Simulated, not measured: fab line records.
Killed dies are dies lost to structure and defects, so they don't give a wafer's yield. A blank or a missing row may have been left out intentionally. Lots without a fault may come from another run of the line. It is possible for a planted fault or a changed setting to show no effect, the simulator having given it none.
Which tool is to blame?    flow gf180mcu    12 lots, 36 wafers sampled, at 5 steps of a route of 602

## WHAT THE GAUGES SHOWED, per wafer
GF_VT_IMPLANT_TW_MEAS_32. Usual: VT_IMPLANT_3_TW gives 267.3 (standard deviation 1.7).
lot   measured      on             VT_IMPLANT_3_TW    flag
L585  day 7 02:30   film_metro-01  267.6 265.3 265.2  
L586  day 7 05:40   film_metro-03  265.8 266.0 265.9  
L587  day 7 10:34   film_metro-02  268.3 268.8 270.5  
L588  day 7 18:06   film_metro-01  267.7 264.8 265.9  
L589  day 8 01:02   film_metro-02  267.4 265.8 266.3  
L590  day 8 04:50   film_metro-01  267.2 267.9 268.1  
L591  day 8 12:52   film_metro-02  266.3 268.0 267.8  
L594  day 9 07:34   film_metro-02  268.2 267.3 267.0  
L598  day 10 10:50  film_metro-03  265.6 267.6 267.6  
L601  day 11 05:33  film_metro-02  269.9 271.5 269.6  
L604  day 12 00:26  film_metro-01  265.7 266.0 266.3  
L605  day 12 09:48  film_metro-01  267.4 266.1 265.2  

GF_POLY_GATE_CD_MEAS_10: the cd target is 280 nm. Usual: 279.7 nm for cd_nm, sd 1.2.
lot   measured      on         cd_nm (nm)         flag
L585  day 9 09:19   cd_sem-01  280.2 280.3 279.3  
L586  day 9 13:05   cd_sem-02  278.5 279.5 279.1  
L587  day 9 17:58   cd_sem-01  278.3 279.3 278.1  
L588  day 10 03:32  cd_sem-02  278.6 276.7 278.1  
L589  day 10 09:55  cd_sem-02  279.1 278.7 279.5  
L590  day 10 17:22  cd_sem-02  279.8 279.4 278.7  
L591  day 11 00:31  cd_sem-01  279.5 277.4 279.3  
L594  day 11 18:04  cd_sem-01  280.2 278.4 279.8  
L598  day 13 07:37  cd_sem-02  280.1 281.0 280.7  
L601  day 13 20:38  cd_sem-01  223.9 240.7 264.6  OFF
L604  day 14 20:36  cd_sem-01  278.4 278.2 278.4  
L605  day 15 06:22  cd_sem-02  281.4 280.9 280.8  

GF_HV_LDD_TW_MEAS_11. Usual: HV_LDD_TW gives 2414 (standard deviation 13).
lot   measured      on             HV_LDD_TW       flag
L585  day 10 04:49  film_metro-04  2418 2425 2419  
L586  day 10 09:46  film_metro-04  2423 2421 2418  
L587  day 10 16:59  film_metro-02  2414 2432 2409  
L588  day 10 23:53  film_metro-03  2390 2400 2394  
L589  day 11 05:55  film_metro-04  2413 2417 2418  
L590  day 11 15:43  film_metro-03  2389 2385 2381  
L591  day 12 01:53  film_metro-03  2415 2394 2415  
L594  day 12 15:47  film_metro-04  2414 2411 2425  
L598  day 14 07:43  film_metro-04  2440 2442 2434  
L601  day 14 19:55  film_metro-03  2409 2404       
L604  day 15 22:43  film_metro-03  2407 2397 2405  
L605  day 16 07:49  film_metro-03  2413 2406 2406  

## EACH LOT AND THE TOOL THAT RAN IT (in order: tool; ch and the chambers of the sampled wafers; start)
lot   GF_STI_ETCH_14                   GF_POLY_GATE_EXPOSE_07
L585  rie_si-02 ch 0,2,3, day 2 03:22  krf_scanner-02 ch 0, day 9 01:08
L586  rie_si-01 ch 0,3, day 2 08:04    krf_scanner-02 ch 0, day 9 04:32
L587  rie_si-01 ch 0,1,3, day 2 11:16  krf_scanner-02 ch 0, day 9 09:37
L588  rie_si-01 ch 0,1, day 2 16:43    krf_scanner-01 ch 0, day 9 18:49
L589  rie_si-01 ch 0,3, day 2 22:52    krf_scanner-01 ch 0, day 10 01:37
L590  rie_si-02 ch 0,2, day 3 03:55    krf_scanner-01 ch 0, day 10 08:16
L591  rie_si-02 ch 0,2, day 3 08:43    krf_scanner-01 ch 0, day 10 15:43
L594  rie_si-02 ch 1,2,3, day 4 01:55  krf_scanner-02 ch 0, day 11 09:27
L598  rie_si-02 ch 0,1,2, day 4 21:25  krf_scanner-01 ch 0, day 12 22:23
L601  rie_si-01 ch 0,3, day 5 13:16    krf_scanner-02 ch 0, day 13 10:57
L604  rie_si-02 ch 0,3, day 6 03:01    krf_scanner-01 ch 0, day 14 10:02
L605  rie_si-02 ch 0,2,3, day 6 09:10  krf_scanner-01 ch 0, day 14 19:54
- GF_STI_ETCH_14: etches Si in HBr/Cl2/O2, target depth 360 nm, time 102.9 s.
- GF_POLY_GATE_EXPOSE_07: exposes mask Poly2, target cd 280 nm.

## AS READ BY THE TOOLS THEMSELVES (means over the sampled wafers that have a number; for cases with no such wafer, the mark the record gives instead)
GF_STI_ETCH_14. Usual: drypump_motor_current_A 5.9 A, standard deviation 0.47; oes_product_au 1.001 a.u., standard deviation 0.0087; throttle_valve_pct 25.658 %, standard deviation 0.01.
lot   tool       drypump_motor_current_A (A)  oes_product_au (a.u.)  throttle_valve_pct (%)  flag
L585  rie_si-02  5.9                          1.000                  25.657                  
L586  rie_si-01  6.3                          1.007                  25.662                  
L587  rie_si-01  6.0                          1.004                  25.645                  
L588  rie_si-01  6.2                          1.005                  25.656                  
L589  rie_si-01  6.1                          1.006                  25.652                  
L590  rie_si-02  5.6                          0.995                  25.661                  
L591  rie_si-02  5.6                          1.004                  25.654                  
L594  rie_si-02  6.1                          0.999                  25.660                  
L598  rie_si-02  5.8                          0.989                  25.663                  
L601  rie_si-01  6.3                          1.007                  25.663                  
L604  rie_si-02  5.6                          1.000                  25.662                  
L605  rie_si-02  5.9                          0.997                  25.663                  

GF_POLY_GATE_EXPOSE_07. Usual: exposure_dose_mJ_cm2 27.98, standard deviation 0.032; focus_offset_nm 0.0 nm, standard deviation 0.48.
lot   tool            exposure_dose_mJ_cm2  focus_offset_nm (nm)  flag
L585  krf_scanner-02  27.95                 -0.3                  
L586  krf_scanner-02  27.96                 0.0                   
L587  krf_scanner-02  27.99                 0.0                   
L588  krf_scanner-01  28.03                 0.2                   
L589  krf_scanner-01  27.99                 -0.5                  
L590  krf_scanner-01  28.00                 0.0                   
L591  krf_scanner-01  28.04                 0.1                   
L594  krf_scanner-02  27.95                 0.3                   
L598  krf_scanner-01  28.00                 -0.1                  
L601  krf_scanner-02  25.59                 -0.1                  OFF
L604  krf_scanner-01  28.02                 0.1                   
L605  krf_scanner-01  27.97                 -0.3                  

## THE ANSWER, worked out from the rows above alone
Rule: take the mean of a lot's wafers that have a number; if it is more than 3 standard deviations from the usual mean, the lot is off. A lot without any number at a reading at which 4 lots or more have one is off too. All remaining lots with rows at the step are treated as sound. The gauges are gone through in route order, then the tools' own readings, and for those a lot's mean is taken as printed above. The first step at which some lot is off is used, and at that step the reading that is off furthest; a lot without a number counts as furthest.
Off at GF_POLY_GATE_CD_MEAS_10 (cd_nm): L601.
A tool fits if, at a process step before that reading, it ran every lot that is off, and no sound lot after the first of them. Not tried: the gauges at GF_POLY_GATE_CD_MEAS_10; whatever is off there is also off at GF_POLY_GATE_EXPOSE_07, on other tools, and gauge error can't account for it. Can't be told from this: 2 tools fit, rie_si-01 at GF_STI_ETCH_14, krf_scanner-02 at GF_POLY_GATE_EXPOSE_07.

## WHAT HAD BEEN PUT IN BY THE SIMULATOR
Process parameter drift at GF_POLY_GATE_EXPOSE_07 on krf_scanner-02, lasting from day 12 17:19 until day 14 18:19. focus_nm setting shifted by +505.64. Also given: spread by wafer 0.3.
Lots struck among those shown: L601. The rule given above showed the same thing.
